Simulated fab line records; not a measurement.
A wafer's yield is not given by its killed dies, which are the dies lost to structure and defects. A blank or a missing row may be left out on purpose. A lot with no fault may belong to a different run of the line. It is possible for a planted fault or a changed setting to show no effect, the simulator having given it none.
Problem report, 8D (eight disciplines) form, completed by code    flow sky130    the parts of the form that need people (team, actions taken, sign-off) are left out

## 1. THE PROBLEM
Mean of killed_at_M0_to_M3 at SKY_PAD_OPEN_PROBE_99: 82 across 6 wafers in 2 lots; on wafers with no fault it is 43 (standard deviation 6.3). That is +6.1 standard deviations from the usual mean.
The first sign was on wafer L385.3 at day 48 06:43, on prober-02. At this step, 6 wafers from 2 lots have a number in the record. By rule, "out" or "out of limits" means more than 4 standard deviations away from the usual mean. The other wafers with a number count as sound.

## 2. WHAT IT IS, WHAT IT ISN'T
question                     is                      is not
which readings at this step  killed_at_M0_to_M3      killed_at_M4_up, killedAtContacts, killedAtFrontEnd, killedOpen, killedShort
which lots                   L385, L386              -
which wafers of those lots   all that have a number  -
read on which tools          prober-02               -
when                         from day 48 06:43       up to then (0 sound wafers)

## 3. THE SUSPECTS, EACH WITH WHAT RULES IT OUT
Counting: a tool at any process step up to the reading remains a suspect when it ran all the lots that are out and ran no sound lot after the first of those.
- pvdSputter-01 at SKY_METAL2_SPUTTER_03 (material Ti, target thk 5 nm, time 3.208 s): kept. It ran every lot that is out, first L385 (day 37 05:22), and no sound lot after that.
- rieDiel-03 at SKY_METAL4_ETCH_17 (etches SiO2 in C4F8/O2/Ar, stops on TiN, time 3.9 s, target depth 15 nm): kept. It ran every lot that is out, first L385 (day 44 14:01), and no sound lot after that.
- plasmaAsher-02 at SKY_VIA4_STRIP_13 (strips in O2/N2): kept. It ran every lot that is out, first L385 (day 45 12:28), and no sound lot after that.
- prober-02 at SKY_PAD_OPEN_PROBE_99: kept. It ran every lot that is out, first L385 (day 48 06:43), and no sound lot after that. Out on those wafers are its own readings of killed_at_M0_to_M3.
Left after counting: pvdSputter-01 at SKY_METAL2_SPUTTER_03, rieDiel-03 at SKY_METAL4_ETCH_17, plasmaAsher-02 at SKY_VIA4_STRIP_13, prober-02 at SKY_PAD_OPEN_PROBE_99.

## 4. THE CAUSE (what the simulator had put in)
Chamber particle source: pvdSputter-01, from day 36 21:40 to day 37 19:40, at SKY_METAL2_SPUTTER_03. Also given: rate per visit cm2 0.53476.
This tool is one of the 4 suspects left after counting.

## 5. THE EFFECT CHAIN, in route order
Each row: a reading where the mean over the struck wafers with a number is more than 3 standard deviations away from the usual. Only readings for which the record gives a usual standard deviation are gone through. hours: the time from each lot's start at the first step in this table that gives one to its start at this step, as a median over the lots. sigmas: the change in usual standard deviations.
hours  step                   reading              usual   on struck wafers  change  sigmas
0      SKY_PAD_OPEN_PROBE_99  defectLimitedYield   82.2 %  74.2              -8.0    -4.2
0      SKY_PAD_OPEN_PROBE_99  killed_at_M0_to_M3   43      82                +39     +6.1
0      SKY_PAD_OPEN_PROBE_99  killedDies           87      127               +40     +4.3
0      SKY_PAD_OPEN_PROBE_99  sort_bin_5_function  10.6 %  16.7              +6.1    +4.1
0      SKY_PAD_OPEN_PROBE_99  sortNPass            405     365               -40     -4.3
0      SKY_PAD_OPEN_PROBE_99  sortYieldPct         82.2 %  74.2              -8.0    -4.2
It contains these process steps:
- SKY_PAD_OPEN_PROBE_99

## 6. HOW IT WOULD HAVE BEEN CAUGHT EARLIER
In this record the first reading out of limits was taken at day 48 06:43, 273 hours after the fault began at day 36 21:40.
No tool reading at SKY_METAL2_SPUTTER_03 that has a usual standard deviation in the record was out on any struck wafer, so an alarm limit of 4 standard deviations on those readings would not have fired.
Lots out: 2; all had begun SKY_METAL2_SPUTTER_03 on pvdSputter-01 by day 48 06:43. Had the tool been put on hold then, not one of them would have been saved.
